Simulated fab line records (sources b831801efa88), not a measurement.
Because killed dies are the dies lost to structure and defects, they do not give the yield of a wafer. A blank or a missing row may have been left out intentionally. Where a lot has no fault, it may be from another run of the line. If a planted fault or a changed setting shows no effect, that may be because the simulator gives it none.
Chamber matching -- flow gf180mcu -- GF_V2_CMP_26 on cmp-02: 4 sister chambers
The step polishes, stops on SiO2, t overpolish 15 s, target thk 0 nm. 7 wafers are shown with their chamber, then 7 later ones without.

== EACH WAFER AND ITS CHAMBER ==
wafer,chamber,motor current A (A),overpolish run s (s)
L108.3,2,12.5,14.994
L113.1,2,12.7,14.995
L113.2,0,11.1,15.011
L120.3,1,12.0,15.002
L120.5,3,11.9,14.997
L121.3,3,12.0,14.996
L121.4,1,12.1,15.001

== WAFERS WITHOUT THEIR CHAMBER ==
wafer,motor current A (A),overpolish run s (s)
L121.5,11.0,15.003
L126.2,11.9,14.989
L126.3,13.2,14.990
L126.5,11.6,15.007
L130.1,12.0,15.003
L130.2,12.3,15.005
L130.4,11.1,14.994

== WHICH CHAMBER EACH WENT THROUGH ==
wafer,from the rows above,in truth
L121.5,can't be placed: 1 or 0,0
L126.2,can't be placed: 2 or 3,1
L126.3,2,2
L126.5,can't be placed: 0 or 1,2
L130.1,1,1
L130.2,1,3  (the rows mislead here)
L130.4,3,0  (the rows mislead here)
Correct placement for 2 of the 7. Cannot be placed on the basis of these rows: 3; the candidates contain the true chamber in 1. Wrongly placed: 2.
How it was worked out, from the rows above alone: a wafer's distance from a chamber is the root of the sum, over the readings, of the square of ((its reading less the chamber's mean) divided by the reading's scatter). The wafer belongs to the nearest chamber; if the next one is less than 2 further off, it can't be placed. For every chamber, the mean is computed from those of its wafers that are shown. The scatter is the square root of a quotient: the sum, over the shown wafers, of each reading's squared deviation from its chamber's mean, divided by wafers minus chambers.
